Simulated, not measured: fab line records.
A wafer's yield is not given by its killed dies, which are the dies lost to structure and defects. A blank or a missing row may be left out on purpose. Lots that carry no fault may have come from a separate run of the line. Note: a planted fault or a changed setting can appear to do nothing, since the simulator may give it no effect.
The same fault as seen by 2 desks	flow gf180mcu	only its own numbers are on each desk; what lay behind them is given at the end

## FROM THE METROLOGY DESK
What the gauges read for every lot (on any tool): the sampled wafers with a number, averaged. The brackets show how far a lot's mean lies from the usual mean; more than 4 standard deviations puts the lot out of limits, marked OUT.
Columns: A = NWELL_RS at GF_VT_IMPLANT_RS_MEAS_47, usual 487.9 ohm/sq; B = LVPWELL_RS at GF_VT_IMPLANT_RS_MEAS_48, usual 1198 ohm/sq; C = V4_CVD_02_THK at GF_V4_THK_MEAS_03, usual 849 nm
lot	first seen here	A	B	C
L298	day 7 13:37	487.1	1196	868
L299	day 7 21:25	487.7	1192	840
L300	day 8 01:55	486.7	1192	841
L301	day 8 13:02	486.8	1197	843
L302	day 8 19:16	488.2	1192	830
L303	day 8 22:46	487.9	1194	845
L310	day 11 13:22	494.7 (+4.9) OUT	1200	853
L312	day 11 21:26	494.8 (+4.9) OUT	1200	837
L311	day 11 21:58	489.9	1199	843
L313	day 12 04:14	488.7	1203	854
L315	day 12 20:44	487.3	1203	865
L319	day 13 10:23	490.0	1196	853
This desk's result: L310, L312 out of limits, first on L310 (NWELL_RS at GF_VT_IMPLANT_RS_MEAS_47), day 11 13:22. L298, L299, L300, L301, L302, L303, L311, L313, L315, L319 stayed within limits.

## TOOL OWNER'S DESK, implanter-02
The tool's own readings at GF_NWELL_IMPLANT_08: means of the sampled wafers that have a number, for each lot that ran on this tool. The brackets show how far a lot's mean lies from the usual mean; more than 4 standard deviations puts the lot out of limits, marked OUT.
Columns: A = beam energy keV at GF_NWELL_IMPLANT_08, usual 449.97; B = beam on s at GF_NWELL_IMPLANT_08, usual 9.97 s; C = dose ions cm2 at GF_NWELL_IMPLANT_08, usual 1.4999e+13; D = faraday current uA at GF_NWELL_IMPLANT_08, usual 84.8
lot	first seen here	A	B	C	D
L298	day 3 09:08	450.16	9.94	1.4999e+13	85.0
L301	day 4 03:40	449.98	10.17	1.4997e+13	83.1
L302	day 4 08:50	449.89	9.90	1.5013e+13	85.6
L310	day 6 10:59	413.33 (-99 or more) OUT	9.86	1.5010e+13	85.5
L312	day 6 18:22	413.54 (-99 or more) OUT	10.16	1.4981e+13	83.5
This desk's finding: out of limits on L310, L312; first on L310, day 6 10:59 (beam energy keV at GF_NWELL_IMPLANT_08). L298, L301, L302 stayed within limits.

## PUT TOGETHER
The tool owner's desk could have raised an alarm at day 6 10:59, on L310, L312.
At day 11 13:22 the metrology desk could have sounded an alarm, on L310, L312.
The lots listed all ran GF_NWELL_IMPLANT_08 on implanter-02.

## WHAT WAS PUT IN BY THE SIMULATOR
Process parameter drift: implanter-02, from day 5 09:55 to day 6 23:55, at GF_NWELL_IMPLANT_08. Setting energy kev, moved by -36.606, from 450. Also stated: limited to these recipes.
Shown lots that were struck: L310, L312.
Time in hours from fault onset to the first out-of-limits reading at each desk: tool owner's desk 25, metrology desk 147.
